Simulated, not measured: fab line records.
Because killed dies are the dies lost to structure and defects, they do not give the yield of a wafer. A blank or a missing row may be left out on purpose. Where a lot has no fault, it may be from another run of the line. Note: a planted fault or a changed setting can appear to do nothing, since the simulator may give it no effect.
One fault through the eyes of 2 desks / flow gf180mcu / every desk sees just its own numbers, and what lay behind them comes last

THE METROLOGY DESK
Lot by lot, what the gauges showed, no matter which tool ran the lot: averages of those sampled wafers that carry a number. Any lot whose mean is over 4 standard deviations away from the usual mean is out of limits and marked OUT; that distance is given in the brackets.
Columns: A = MIM_CVD_05_THK at GF_MIM_THK_MEAS_06, usual 42.0 nm; B = M5_OVL at GF_M5_OVL_MEAS_08, usual 0 nm; C = V5_W_RS at GF_V5_RS_MEAS_24, usual 0.329 ohm/sq; D = V5_W_THK at GF_V5_THK_MEAS_25, usual 340 nm
lot=L245; first seen here=day 24 21:22; A=42.6; B=1; C=0.330; D=337
lot=L246; first seen here=day 25 02:50; A=41.7; B=2; C=0.331; D=338
lot=L247; first seen here=day 25 14:50; A=42.8; B=-5; C=0.331; D=337
lot=L248; first seen here=day 25 21:54; A=42.2; B=-2; C=0.328; D=336
lot=L249; first seen here=day 26 07:17; A=41.6; B=1; C=0.334; D=331
lot=L250; first seen here=day 26 12:26; A=41.8; B=1; C=0.330; D=345
lot=L251; first seen here=day 26 22:41; A=42.8; B=4; C=0.332; D=335
lot=L257; first seen here=day 28 21:13; A=41.7; B=2; C=0.322; D=344
lot=L258; first seen here=day 29 01:16; A=42.3; B=-17; C=0.319; D=350
lot=L260; first seen here=day 29 13:31; A=42.2; B=0; C=0.319; D=354
lot=L264; first seen here=day 30 14:43; A=41.5; B=1; C=0.327; D=341
lot=L266; first seen here=day 31 05:07; A=42.0; B=-3; C=0.327; D=343
This desk's verdict: no lot among the 12 shows anything out of limits.

DESK OF THE TOOL OWNER: cvd-w-02
The tool's own readings at GF_V5_CVD_23 (deposits W, target thk 350 nm, time 104.9 s): means of the sampled wafers that have a number, for each lot that ran on this tool. Any lot whose mean is over 4 standard deviations away from the usual mean is out of limits and marked OUT; that distance is given in the brackets.
Columns: A = heater-power-w at GF_V5_CVD_23, usual 881 W; B = susceptor-temp-C at GF_V5_CVD_23, usual 399.97 C
lot=L246; first seen here=day 27 21:30; A=827; B=399.94
lot=L247; first seen here=day 28 08:25; A=832; B=399.89
lot=L250; first seen here=day 29 02:02; A=826; B=399.82
lot=L251; first seen here=day 29 12:10; A=819; B=399.99
lot=L257; first seen here=day 31 07:10; A=817; B=400.21
lot=L258; first seen here=day 31 11:34; A=854; B=399.57
lot=L260; first seen here=day 31 22:29; A=832; B=399.99
This desk's verdict: no lot among the 7 shows anything out of limits.

TAKEN TOGETHER
The metrology desk saw nothing out of limits.
Nothing out of limits was seen by the tool owner's desk.

WHAT WAS PUT IN BY THE SIMULATOR
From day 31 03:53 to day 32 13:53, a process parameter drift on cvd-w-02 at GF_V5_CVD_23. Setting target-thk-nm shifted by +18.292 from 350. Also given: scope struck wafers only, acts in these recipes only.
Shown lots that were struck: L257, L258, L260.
